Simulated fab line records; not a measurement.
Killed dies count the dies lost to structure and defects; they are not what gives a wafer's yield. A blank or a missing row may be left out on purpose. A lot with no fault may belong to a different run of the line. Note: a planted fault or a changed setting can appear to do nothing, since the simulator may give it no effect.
The tool behind it: which one?    flow gf180mcu    18 wafers from 6 lots sampled at 2 of the route's 602 steps

WHAT THE GAUGES SHOWED, per wafer
GF_VT_IMPLANT_RS_MEAS_48: uses a four-point probe to measure.
lot   measured      on            LVPWELL_RS (ohm/sq)
L510  day 8 07:01   filmMetro-01  1197 1198 1199
L512  day 8 20:24   filmMetro-01  1199 1196 1200
L515  day 9 16:07   filmMetro-04  1194 1193 1197
L522  day 11 18:17  filmMetro-04  1217 1217 1219
L525  day 12 15:02  filmMetro-03  1198 1201 1198
L528  day 13 10:30  filmMetro-03  1190 1190 1190

EACH LOT AND THE TOOL THAT RAN IT (in order: tool; ch and the chambers of the sampled wafers; start)
lot   GF_LVPWELL_IMPLANT_09
L510  implanter-02 ch 0, day 4 12:47
L512  implanter-01 ch 0, day 4 23:59
L515  implanter-02 ch 0, day 5 15:19
L522  implanter-02 ch 0, day 7 08:46
L525  implanter-03 ch 0, day 8 02:10
L528  implanter-03 ch 0, day 8 19:35
- GF_LVPWELL_IMPLANT_09

THE ANSWER, worked out from the rows above alone
Rule: what is usual is taken from the lots themselves. The widest of any qualifying gaps counts: lots, ordered by their means at a reading, are off when they make up no more than a third of the lots, leave a main group of 4 or more, and stand apart from it by 3 or more times the standard deviation of that group's means. Not used: any main group whose means are identical at the precision the tables above print for the reading. Also off: a lot with no number at a reading for which 4 or more lots have one. Any other lot the step has rows for is counted as sound.
Off: at GF_VT_IMPLANT_RS_MEAS_48 (LVPWELL_RS), L522. Mean 1196 ohm/sq and standard deviation 3.4 in the main group.
A tool fits if, at a process step before that reading, it ran every lot that is off, and no sound lot after the first of them. The gauges at GF_VT_IMPLANT_RS_MEAS_48 are tried like those tools. Undecided on this evidence; 2 tools fit (implanter-02 at GF_LVPWELL_IMPLANT_09, filmMetro-04 at GF_VT_IMPLANT_RS_MEAS_48).

WHAT WAS PUT IN BY THE SIMULATOR
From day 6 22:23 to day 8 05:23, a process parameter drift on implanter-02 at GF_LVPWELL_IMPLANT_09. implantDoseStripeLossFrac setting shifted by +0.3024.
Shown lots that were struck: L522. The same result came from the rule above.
